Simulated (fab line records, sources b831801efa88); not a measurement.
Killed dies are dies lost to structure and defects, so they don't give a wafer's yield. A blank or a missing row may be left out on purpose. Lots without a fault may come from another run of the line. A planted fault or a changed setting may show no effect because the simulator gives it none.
A struck lot beside a sound one | flow sky130 | 31 steps out of a route of 708
Sound: wafers L162.3, L162.4, L162.5. Struck: wafer L175.5. (L175.1 of the same lot was not struck and is left out.) The cause comes at the end.
At each step with rows: each side's tool, then ch and its chambers, then its first start. Under that, the readings that differ: sound wafers | struck wafers | difference of the means | sigmas: that difference in standard deviations of wafers without a fault.
alike: readings whose means differ by less than 2 such deviations, and words and numbers that are the same on both sides. not compared: withheld readings, readings that some wafer has no value for, bounds like >300 that may hide the same value, and numbers for which the record gives no deviation and whose values overlap.
The two part at a step that has a row with sigmas, a row that says differs or no value, or rows on one side only. Numbers that don't overlap but have no deviation are shown without sigmas and don't part them. A reading that every wafer of one side lacks parts them only if that side has two wafers or more.

first, 3 steps without rows for these wafers: SKY_LOCAL_INTERCONNECT_STRIP_16 (strips in post etch residue remover, time 1200 s); SKY_LOCAL_INTERCONNECT_CLEAN_17 (cleans in IPA, time 180 s); SKY_LOCAL_INTERCONNECT_CLEAN_18 (cleans in O3/DIW).
SKY_CONTACT_CVD_00: deposits Si3N4, target thk 75 nm.
  sound on pecvd-02 ch 0,2, day 30 15:21; struck on pecvd-01 ch 1, day 35 04:22
  alike: heater_power_w
SKY_CONTACT_THK_MEAS_01:
  sound on film_metro-02, day 30 15:24; struck on film_metro-01, day 35 04:25
  alike: CONTACT_CVD_00_THK
then, 1 step without rows for these wafers: SKY_CONTACT_HDPCVD_02 (deposits SiO2, target thk 565 nm, time 94.2 s).
SKY_CONTACT_THK_MEAS_03:
  sound on film_metro-01, day 30 15:32; struck on film_metro-02, day 35 04:32
  reading                 | sound       | struck | difference | sigmas
  CONTACT_HDPCVD_THK (nm) | 570 569 574 | 550    | -21        | -3
SKY_CONTACT_CMP_04: polishes SiO2.
  sound on cmp-01 ch 0,1,3, day 30 15:37; struck on cmp-01 ch 1, day 35 04:36
  reading                | sound    | struck | difference | sigmas
  time_to_endpoint_s (s) | 83 85 87 | 73     | -12        | -3
  alike: motor_current_A, platen_rpm
SKY_CONTACT_BOW_MEAS_05:
  sound on film_metro-02, day 30 15:55; struck on film_metro-03, day 35 04:54
  alike: CONTACT_BOW
then, 3 steps without rows for these wafers: SKY_CONTACT_DEHYDRATE_06 (time 60 s); SKY_CONTACT_HMDS_07 (prime time 60 s); SKY_CONTACT_COAT_08 (resist thk 60 nm).
SKY_CONTACT_COAT_09: resist thk 450 nm.
  sound on litho_track-02 ch 0, day 31 05:00; struck on litho_track-02 ch 0, day 35 17:00
  reading                                        | sound             | struck | difference | sigmas
  model.KrF-thick_of_CONTACT_COAT_09.thk_nm (nm) | 452.7 452.3 450.6 | 473.9  | +22.0      |
  alike: spin_speed_rpm
then, 4 steps without rows for these wafers: SKY_CONTACT_SOFTBAKE_10 (time 90 s); SKY_CONTACT_EXPOSE_11 (exposes mask CTM1, target cd 170 nm); SKY_CONTACT_PEB_12; SKY_CONTACT_DEVELOP_13 (develop time 60 s).
SKY_CONTACT_CD_MEAS_14: target cd 170 nm.
  sound on cd_sem-02, day 31 19:22; struck on cd_sem-01, day 36 07:25
  alike: cd_nm
SKY_CONTACT_OVL_MEAS_15:
  sound on overlay-02, day 31 19:28; struck on overlay-02, day 36 07:32
  alike: CONTACT_OVL
SKY_CONTACT_ETCH_16: etches BARC in N2/H2, stops on SiO2, time 45.9 s, target depth 60 nm.
  sound on rie_diel-02 ch 2,3, day 31 19:29; struck on rie_diel-02 ch 0, day 36 07:34
  reading                | sound                | struck | difference | sigmas
  oes_product_au (a.u.)  | 0.856 0.864 0.852    | 0.848  | -0.009     | -2
  throttle_valve_pct (%) | 13.198 13.206 13.228 | 13.231 | +0.020     | +2
  alike: drypump_motor_current_A
  not compared: rf_hours_counter_h
SKY_CONTACT_ETCH_17: etches SiO2 in C4F8/O2/Ar, stops on Si3N4, target depth 340 nm.
  sound on rie_diel-02 ch 2,3, day 31 19:32; struck on rie_diel-02 ch 0, day 36 07:37
  reading               | sound             | struck | difference | sigmas
  oes_product_au (a.u.) | 0.889 0.887 0.889 | 0.899  | +0.011     | +2
SKY_CONTACT_ETCH_18: etches Si3N4 in CHF3/O2, stops on TiN, time 39 s, target depth 75 nm.
  sound on rie_diel-02 ch 2,3; struck on rie_diel-02 ch 0
  reading                                        | sound             | struck | difference | sigmas
  model.KrF-thick_of_CONTACT_COAT_09.thk_nm (nm) | 249.4 249.3 244.5 | 264.2  | +16.5      |
  alike: drypump_motor_current_A, oes_product_au, throttle_valve_pct
  not compared: rf_hours_counter_h
SKY_CONTACT_STRIP_19: strips in O2/N2.
  sound on plasma_asher-01 ch 0,1, day 31 19:39; struck on plasma_asher-02 ch 0, day 36 07:42
  reading                      | sound             | struck | difference | sigmas
  drypump_motor_current_A (A)  | 5.0 4.8 4.8       | 6.6    | +1.7       | +3
  oes_product_au (a.u.)        | 0.379 0.378 0.374 | 0.391  | +0.014     | +3
  strip_time_to_endpoint_s (s) | 3.68 3.67 3.66    | 3.83   | +0.16      | +5
  not compared: rf_hours_counter_h
then, 4 steps without rows for these wafers: SKY_CONTACT_STRIP_20 (strips in post etch residue remover, time 1200 s); SKY_CONTACT_CLEAN_21 (cleans in IPA, time 180 s); SKY_CONTACT_CLEAN_22 (cleans in O3/DIW); SKY_CONTACT_SPUTTER_23 (material TiN, target thk 20 nm, time 80 s).
SKY_CONTACT_CVD_24: deposits W, target thk 340 nm, time 102.12 s.
  sound on cvd_w-01 ch 0,1, day 31 20:19; struck on cvd_w-02 ch 0, day 36 08:21
  alike: heater_power_w
SKY_CONTACT_RS_MEAS_25: measures by four-point-probe.
  sound on film_metro-01, day 31 20:26; struck on film_metro-02, day 36 08:45
  alike: CONTACT_W_RS
  not compared: hold
SKY_CONTACT_THK_MEAS_26: measures by xrf.
  sound on film_metro-01, day 31 20:32; struck on film_metro-02, day 36 14:32
  alike: CONTACT_W_THK
  not compared: hold
-- the record jumps here: 13 days lie between the struck wafers' starts before and after (it left off in module CONTACT and takes up again in module PAD_OPEN, whose first step shown is number 708 of the route) --
SKY_PAD_OPEN_PROBE_99:
  the record has rows for the struck wafers here (prober-02, day 49 07:29) and none for the sound ones

WHERE THEY PART
First at SKY_CONTACT_THK_MEAS_03; last, within this record, at SKY_PAD_OPEN_PROBE_99.

WHY: what the simulator had put in
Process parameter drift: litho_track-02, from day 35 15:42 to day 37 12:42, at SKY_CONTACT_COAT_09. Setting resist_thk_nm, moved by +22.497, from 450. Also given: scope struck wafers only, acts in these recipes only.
